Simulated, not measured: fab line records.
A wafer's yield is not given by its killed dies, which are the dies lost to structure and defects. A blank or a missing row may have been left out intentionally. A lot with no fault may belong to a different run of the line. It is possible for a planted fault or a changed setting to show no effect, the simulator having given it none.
fab line records    flow sky130
[record] lots = 6  wafers = 18  last_day = 49
route steps=708 shown PWDE@46 NWELL@56
lots that met no fault: from a run of the same line without faults
start_h: hours from the record's opening day to when the first of the lot's shown wafers began    wait_h: how many hours have passed since the lot's step before this one    " as in the row above    L1.1+2: a row that stands for several wafers    - no value present, or no start provided    * or withheld: withheld    < > ~ a bound
route shown NAME@n: names a module that has steps shown in the file, with the first one's number in the route    usual: mean/standard deviation taken from wafers without a fault    same: alike in all rows    chamber/n: place in a boat    sites: each site's reading    _std_site: standard deviation of those values    _edge_site: inner sites' mean taken away from outer sites' mean    radius_mm: how far each site lies from the wafer's centre    mask NAME#n: copy n    behind: the most recent tool/chamber to have shaped the wafer    hold: cause of the lot's hold/its duration in hours/its outcome    device: which transistor (n, p or np) failed to switch    end of line: tests of these same wafers at the route's end    a step with no rows: only its recipe    killed: not the wafer's yield, but the dies lost to structure and defects at the first sort    map: per-die view of a wafer (x killed, . not killed, _ where there is no die)
set.NAME: the run value of the setting; set.NAME@STEP: its run value at that earlier step    model.NAME: the simulator's own value behind a step, which no gauge read
a table for each step, a row for each wafer; lots at some steps of the route
services: from which hour (start_h, from the record's first day; less than 0 if before it) a tool's chamber was out of use, for how many hours, and why
[[steps]]
[step SKY_PWDE_HMDS_01]
[recipe] prime_time_s = 60  prime_temp_c = 120
[step SKY_PWDE_COAT_02]
[recipe] spin_rpm = 2000  resist_thk_nm = 3000
[step SKY_PWDE_SOFTBAKE_03]
[recipe] temp_c = 110  time_s = withheld
[step SKY_PWDE_EXPOSE_04]
[recipe] mask_id = PWDEM  na = 0.6  source_shape = conventional  sigma_outer = 0.6  polarization = unpolarized  target_cd_nm = 840  dose_mj = 214
[step SKY_PWDE_PEB_05]
[recipe] temp_c = 115  time_s = withheld
[step SKY_PWDE_DEVELOP_06]
[recipe] wall_angle_deg = 90  developer = TMAH  develop_time_s = 60  dev_temp_c = 23
[step SKY_PWDE_OVL_MEAS_07]
[usual] PWDE_OVL = -0.5/1.5
lot.wafer  tool        chamber  start_h  wait_h  PWDE_OVL[nm]
L210.2     overlay-01  -        71.25    -       -0.3
L210.3     "           -        "        "       0.5
L210.4     "           -        "        "       0.7
L212.1     overlay-02  -        81.39    -       -3.1
L212.2     "           -        "        "       -0.3
L212.5     "           -        "        "       -3.2
L220.2     overlay-01  -        124.74   -       -0.7
L220.4     "           -        "        "       -0.2
L220.6     "           -        "        "       -0.4
L224.1     overlay-01  -        145.53   -       0.8
L224.2     "           -        "        "       -0.1
L224.3     "           -        "        "       0.3
L225.4     overlay-02  -        152.11   -       2.5
L225.5     "           -        "        "       -1.9
L225.6     "           -        "        "       0.5
L227.1     overlay-01  -        167.54   -       -2.4
L227.4     "           -        "        "       0.0
L227.6     "           -        "        "       -2.2
[step SKY_PWDE_IMPLANT_08]
[recipe] species = B  energy_kev = 150  dose_cm2 = 3.6e+12  tilt_deg = withheld
[step SKY_PWDE_STRIP_09]
[recipe] chemistry = O2/N2  power_w = 1400  pressure_mtorr = 1500  platen_temp_c = withheld  o2_flow_sccm = 3000  n2_flow_sccm = 300  overash_fraction = 0.5
[usual] drypump_motor_current_A = 5.4/0.52  oes_product_au = 0.722/0.0045  strip_time_to_endpoint_s = 37.01/0.097
lot.wafer  tool             chamber  start_h  wait_h  drypump_motor_current_A  oes_product_au  rf_hours_counter_h  strip_time_to_endpoint_s
L210.2     plasma_asher-03  1        71.43    0.1     5.0                      0.720           34                  37.19
L210.3     "                0        "        "       6.1                      0.722           -                   37.20
L210.4     "                1        "        "       5.0                      0.723           -                   37.29
L212.1     plasma_asher-02  1        81.58    0.1     4.8                      0.730           27                  37.01
L212.2     "                0        "        "       4.8                      0.728           27                  37.04
L212.5     "                1        "        "       4.8                      0.726           -                   36.96
L220.2     plasma_asher-02  0        124.92   0.1     4.9                      0.726           30                  36.91
L220.4     "                1        "        "       4.8                      0.715           -                   36.98
L220.6     "                0        "        "       4.8                      0.724           -                   37.00
L224.1     plasma_asher-01  0        145.72   0.1     5.8                      0.717           50                  37.04
L224.2     "                1        "        "       5.7                      0.726           50                  37.04
L224.3     "                1        "        "       5.7                      0.725           -                   37.13
L225.4     plasma_asher-03  1        152.31   0.1     5.0                      0.728           -                   36.97
L225.5     "                0        "        "       6.1                      0.730           -                   37.03
L225.6     "                1        "        "       5.0                      0.723           -                   36.97
L227.1     plasma_asher-03  0        167.73   0.1     6.1                      0.719           5                   36.92
L227.4     "                1        "        "       5.0                      0.732           -                   36.88
L227.6     "                1        "        "       5.0                      0.723           -                   36.89
[step SKY_PWDE_TW_MEAS_10]
[usual] PWDE_TW = 373/3.4
lot.wafer  tool           chamber  start_h  wait_h  PWDE_TW
L210.2     film_metro-01  -        71.54    0.1     372
L210.3     "              -        "        "       373
L210.4     "              -        "        "       371
L212.1     film_metro-01  -        81.68    0.1     372
L212.2     "              -        "        "       373
L212.5     "              -        "        "       373
L220.2     film_metro-03  -        125.03   0.1     378
L220.4     "              -        "        "       377
L220.6     "              -        "        "       379
L224.1     film_metro-04  -        145.82   0.1     370
L224.2     "              -        "        "       372
L224.3     "              -        "        "       371
L225.4     film_metro-04  -        152.40   0.1     370
L225.5     "              -        "        "       370
L225.6     "              -        "        "       370
L227.1     film_metro-01  -        167.83   0.1     372
L227.4     "              -        "        "       372
L227.6     "              -        "        "       370
[step SKY_NWELL_DEHYDRATE_03]
[recipe] temp_c = 200  time_s = 60
[step SKY_NWELL_HMDS_04]
[recipe] prime_time_s = 60  prime_temp_c = 120
[step SKY_NWELL_COAT_05]
[recipe] spin_rpm = 2000  resist_thk_nm = 3000
lot.wafer  tool            chamber  start_h  wait_h  model.coat_of_NWELL_COAT_05.thk_nm
L210.2     litho_track-04  0        79.66    0.1     3011
L210.3     "               0        "        "       3005
L210.4     "               0        "        "       3006
L212.1+2   litho_track-01  0        90.19    0.1     3002
L212.5     "               0        "        "       2996
L220.2     litho_track-01  0        133.81   0.1     845.8
L220.4     "               0        "        "       846.1
L220.6     "               0        "        "       846
L224.1     litho_track-04  0        155.43   0.1     3002
L224.2     "               0        "        "       2996
L224.3     "               0        "        "       3000
L225.4     litho_track-04  0        161.85   0.1     2999
L225.5     "               0        "        "       2997
L225.6     "               0        "        "       2991
L227.1+6   litho_track-01  0        177.84   0.1     845.4
L227.4     "               0        "        "       843.6
[step SKY_NWELL_SOFTBAKE_06]
[recipe] temp_c = 110  time_s = withheld
[step SKY_NWELL_EXPOSE_07]
[recipe] mask_id = NWM  na = 0.6  source_shape = conventional  sigma_outer = 0.6  polarization = unpolarized  target_cd_nm = 840  dose_mj = 255
[step SKY_NWELL_PEB_08]
[recipe] temp_c = 115  time_s = withheld
[step SKY_NWELL_DEVELOP_09]
[recipe] wall_angle_deg = 90  developer = TMAH  develop_time_s = 60  dev_temp_c = 23
lot.wafer  tool            chamber  start_h  wait_h  model.coat_of_NWELL_COAT_05.thk_nm
L210.2     litho_track-04  0        -        -       3007
L210.3     "               0        "        "       3000
L210.4     "               0        "        "       3002
L212.1+2   litho_track-03  0        -        -       2998
L212.5     "               0        "        "       2992
L220.2     litho_track-04  0        -        -       841.6
L220.4+6   "               0        "        "       841.8
L224.1     litho_track-03  0        -        -       2998
L224.2     "               0        "        "       2992
L224.3     "               0        "        "       2995
L225.4     litho_track-01  0        -        -       2995
L225.5     "               0        "        "       2993
L225.6     "               0        "        "       2987
L227.1+6   litho_track-01  0        -        -       841.2
L227.4     "               0        "        "       839.3
[step SKY_NWELL_OVL_MEAS_10]
[usual] NWELL_00_OVL = -0.4/1.3
lot.wafer  tool        chamber  start_h  wait_h  NWELL_00_OVL[nm]
L210.2     overlay-02  -        88.24    -       0.3
L210.3     "           -        "        "       0.0
L210.4     "           -        "        "       0.4
L212.1     overlay-01  -        98.76    -       -0.5
L212.2     "           -        "        "       1.2
L212.5     "           -        "        "       -0.3
L220.2     overlay-02  -        143.59   -       -1.3
L220.4     "           -        "        "       0.9
L220.6     "           -        "        "       -1.0
L224.1     overlay-01  -        165.36   -       0.5
L224.2     "           -        "        "       0.5
L224.3     "           -        "        "       -0.5
L225.4     overlay-02  -        172.06   -       0.2
L225.5     "           -        "        "       -0.2
L225.6     "           -        "        "       1.5
L227.1     overlay-01  -        188.19   -       -1.9
L227.4     "           -        "        "       -0.4
L227.6     "           -        "        "       -1.2
[step SKY_NWELL_IMPLANT_11]
[recipe] species = P  energy_kev = 400  dose_cm2 = 1.9e+13  tilt_deg = withheld
[step SKY_NWELL_IMPLANT_12]
[recipe] species = P  energy_kev = 120  dose_cm2 = 1.3e+12  tilt_deg = withheld
[step SKY_NWELL_IMPLANT_13]
[recipe] species = P  energy_kev = 50  dose_cm2 = 7e+11  tilt_deg = withheld
[step SKY_NWELL_STRIP_14]
[recipe] chemistry = O2/N2  power_w = 1400  pressure_mtorr = 1500  platen_temp_c = withheld  o2_flow_sccm = 3000  n2_flow_sccm = 300  overash_fraction = 0.5
[usual] drypump_motor_current_A = 5.6/0.39  oes_product_au = 0.722/0.0042  strip_time_to_endpoint_s = 36.97/0.11
lot.wafer  tool             chamber  start_h  wait_h  drypump_motor_current_A  oes_product_au  rf_hours_counter_h  strip_time_to_endpoint_s
L210.2     plasma_asher-03  1        88.72    0.1     5.0                      0.726           36                  37.06
L210.3     "                0        "        "       6.1                      0.719           -                   36.97
L210.4     "                1        "        "       5.0                      0.724           -                   36.98
L212.1     plasma_asher-04  1        99.24    0.1     5.3                      0.724           42                  36.95
L212.2     "                0        "        "       5.4                      0.724           42                  36.94
L212.5     "                0        "        "       5.5                      0.732           -                   36.88
L220.2     plasma_asher-04  1        144.07   0.1     5.3                      0.706           47                  11.52
L220.4     "                0        "        "       5.4                      0.706           -                   11.51
L220.6     "                1        "        "       5.3                      0.717           -                   11.50
L224.1     plasma_asher-03  1        165.84   0.1     4.9                      0.719           5                   36.95
L224.2     "                0        "        "       6.1                      0.725           5                   36.87
L224.3     "                1        "        "       5.0                      0.722           -                   36.91
L225.4     plasma_asher-01  0        172.56   0.1     5.8                      0.723           -                   36.90
L225.5     "                0        "        "       5.8                      0.723           -                   36.87
L225.6     "                1        "        "       5.6                      0.724           -                   36.83
L227.1     plasma_asher-03  0        188.68   0.1     6.1                      0.706           8                   11.50
L227.4     "                1        "        "       4.9                      0.707           -                   11.48
L227.6     "                1        "        "       5.0                      0.706           -                   11.51
[step SKY_NWELL_TW_MEAS_15]
[usual] NWELL_TW = 1823/20
lot.wafer  tool           chamber  start_h  wait_h  NWELL_TW
L210.2     film_metro-03  -        88.83    0.1     1850
L210.3     "              -        "        "       1851
L210.4     "              -        "        "       1847
L212.1     film_metro-01  -        99.34    0.1     1802
L212.2     "              -        "        "       1810
L212.5     "              -        "        "       1813
L220.2     film_metro-04  -        144.18   0.1     1808
L220.4     "              -        "        "       1804
L220.6     "              -        "        "       1800
L224.1     film_metro-03  -        165.94   0.1     1833
L224.2     "              -        "        "       1847
L224.3     "              -        "        "       1849
L225.4     film_metro-04  -        172.66   0.1     1796
L225.5     "              -        "        "       1799
L225.6     "              -        "        "       1790
L227.1     film_metro-01  -        188.78   0.1     1814
L227.4     "              -        "        "       1819
L227.6     "              -        "        "       1805
[step SKY_NWELL_DEHYDRATE_16]
[recipe] temp_c = 200  time_s = 60
[step SKY_NWELL_HMDS_17]
[recipe] prime_time_s = 60  prime_temp_c = 120
[step SKY_NWELL_COAT_18]
[recipe] spin_rpm = 2000  resist_thk_nm = 3000
[step SKY_NWELL_SOFTBAKE_19]
[recipe] temp_c = 110  time_s = withheld
[step SKY_NWELL_EXPOSE_20]
[recipe] mask_id = NWM_COMPLEMENT  na = 0.6  source_shape = conventional  sigma_outer = 0.6  polarization = unpolarized  target_cd_nm = 840  dose_mj = 260
[step SKY_NWELL_PEB_21]
[recipe] temp_c = 115  time_s = withheld
[step SKY_NWELL_DEVELOP_22]
[recipe] wall_angle_deg = 90  developer = TMAH  develop_time_s = 60  dev_temp_c = 23
[step SKY_NWELL_OVL_MEAS_23]
[usual] NWELL_01_OVL = -0.2/1.7
lot.wafer  tool        chamber  start_h  wait_h  NWELL_01_OVL[nm]
L210.2     overlay-01  -        106.24   -       -0.7
L210.3     "           -        "        "       -0.9
L210.4     "           -        "        "       -1.3
L212.1     overlay-01  -        117.99   -       -2.3
L212.2     "           -        "        "       -2.1
L212.5     "           -        "        "       -0.4
L220.2     overlay-01  -        164.24   -       0.9
L220.4     "           -        "        "       -2.0
L220.6     "           -        "        "       0.4
L224.1     overlay-02  -        186.86   -       -2.8
L224.2     "           -        "        "       -2.3
L224.3     "           -        "        "       -2.6
L225.4     overlay-02  -        193.20   -       -0.3
L225.5     "           -        "        "       -1.8
L225.6     "           -        "        "       -1.5
L227.1     overlay-02  -        209.13   -       0.7
L227.4     "           -        "        "       2.0
L227.6     "           -        "        "       -1.3
[step SKY_NWELL_IMPLANT_24]
[recipe] species = B  energy_kev = 140  dose_cm2 = 9.2e+12  tilt_deg = withheld
[step SKY_NWELL_STRIP_25]
[recipe] chemistry = O2/N2  power_w = 1400  pressure_mtorr = 1500  platen_temp_c = withheld  o2_flow_sccm = 3000  n2_flow_sccm = 300  overash_fraction = 0.5
[usual] drypump_motor_current_A = 5.6/0.43  oes_product_au = 0.722/0.0047  strip_time_to_endpoint_s = 36.94/0.1
lot.wafer  tool             chamber  start_h  wait_h  drypump_motor_current_A  oes_product_au  rf_hours_counter_h  strip_time_to_endpoint_s
L210.2     plasma_asher-03  1        106.42   0.1     5.0                      0.722           37                  36.95
L210.3     "                0        "        "       6.1                      0.718           -                   36.91
L210.4     "                1        "        "       5.0                      0.730           -                   36.91
L212.1     plasma_asher-01  0        118.18   0.1     5.9                      0.721           46                  37.09
L212.2     "                1        "        "       5.7                      0.730           46                  37.01
L212.5     "                0        "        "       5.9                      0.723           -                   37.15
L220.2     plasma_asher-04  1        164.42   0.1     5.3                      0.730           49                  36.85
L220.4     "                1        "        "       5.3                      0.719           -                   36.95
L220.6     "                1        "        "       5.3                      0.722           -                   36.98
L224.1     plasma_asher-04  1        187.04   0.1     5.3                      0.723           52                  37.02
L224.2     "                0        "        "       5.4                      0.727           52                  36.96
L224.3     "                1        "        "       5.3                      0.717           -                   36.97
L225.4     plasma_asher-01  0        193.40   0.1     5.9                      0.718           -                   37.22
L225.5     "                0        "        "       5.9                      0.722           -                   37.03
L225.6     "                1        "        "       5.7                      0.724           -                   36.98
L227.1     plasma_asher-04  1        209.31   0.1     5.3                      0.723           54                  36.97
L227.4     "                1        "        "       5.3                      0.724           -                   37.04
L227.6     "                1        "        "       5.3                      0.724           -                   37.01
[step SKY_NWELL_TW_MEAS_26]
[usual] NWELL_2_TW = 499/5.4
lot.wafer  tool           chamber  start_h  wait_h  NWELL_2_TW
L210.2     film_metro-03  -        106.53   0.1     507
L210.3     "              -        "        "       504
L210.4     "              -        "        "       509
L212.1     film_metro-04  -        118.28   0.1     495
L212.2     "              -        "        "       494
L212.5     "              -        "        "       495
L220.2     film_metro-03  -        164.53   0.1     762
L220.4     "              -        "        "       762
L220.6     "              -        "        "       760
L224.1     film_metro-04  -        187.14   0.1     491
L224.2     "              -        "        "       495
L224.3     "              -        "        "       494
L225.4     film_metro-04  -        193.50   0.1     499
L225.5     "              -        "        "       494
L225.6     "              -        "        "       495
L227.1     film_metro-03  -        209.41   0.1     764
L227.4     "              -        "        "       773
L227.6     "              -        "        "       767
[step SKY_NWELL_CLEAN_27]
[recipe] chemistry = SC1/SC2  mix = 1:4:20  temp_c = 70  time_s = 150  dry = n2_spin
[[services]]
tool             chamber  start_h  hours  kind
litho_track-01   -        80.25    -      consumable_replace:filter
litho_track-03   -        81.13    -      consumable_replace:filter
plasma_asher-04  -        85.72    2.8    pm
plasma_asher-03  -        108.75   9.0    pm
plasma_asher-03  0        108.75   9.0    vent_cycle
plasma_asher-03  1        108.75   9.0    vent_cycle
plasma_asher-02  -        109.82   14.6   pm
plasma_asher-03  0        117.75   -      clean
plasma_asher-03  1        117.75   -      clean
plasma_asher-04  -        120.33   2.6    repair
plasma_asher-04  -        138.46   0.5    repair
plasma_asher-04  -        152.22   0.4    repair
plasma_asher-01  -        172.65   14.6   pm
plasma_asher-02  -        206.37   21.0   repair
[[key]]
[first_sign] step = SKY_NWELL_STRIP_14  reading = strip_time_to_endpoint_s  direction = down  sigmas = 99+  usual = *  struck = *
[effect] step = SKY_NWELL_STRIP_14  reading = oes_product_au  direction = down  sigmas = 3.3  usual = 0.722  struck = 0.708
[effect] step = SKY_NWELL_TW_MEAS_26  reading = NWELL_2_TW  direction = up  sigmas = 49  usual = 499  struck = 764
[model_effect] step = SKY_NWELL_COAT_05  value = coat_of_NWELL_COAT_05.thk_nm  without = 3014  struck = 845.4
[model_effect] step = SKY_NWELL_DEVELOP_09  value = coat_of_NWELL_COAT_05.thk_nm  without = 3010  struck = 841.1
met_at SKY_NWELL_COAT_05
struck_wafers L220.2,L220.4,L220.6,L227.1,L227.4,L227.6
sort_left_out L220.2,L220.4,L220.6,L227.1,L227.4,L227.6
tester_left_out L220,L227
onset_between 90.19 133.81
[fault] kind = process_parameter_drift  tool = litho_track-01  chamber = -  onset_h = 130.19  steps = SKY_NWELL_COAT_05  channel = resist_thk_nm  offset = -2158.6  shape = step  end_h = 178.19  acts_in = these_recipes_only  stated = 3000
// tester_left_out: of these lots the tester's yield and bins aren't shown, on N5 and GAA mostly nor the transistor test; their killed dies are dies lost to structure and defects alone, not to doping, threshold or leakage, so they don't give the yield
// sort_left_out: the simulated sort isn't trusted on such a fault, so these wafers' sort isn't shown, and their yield isn't known
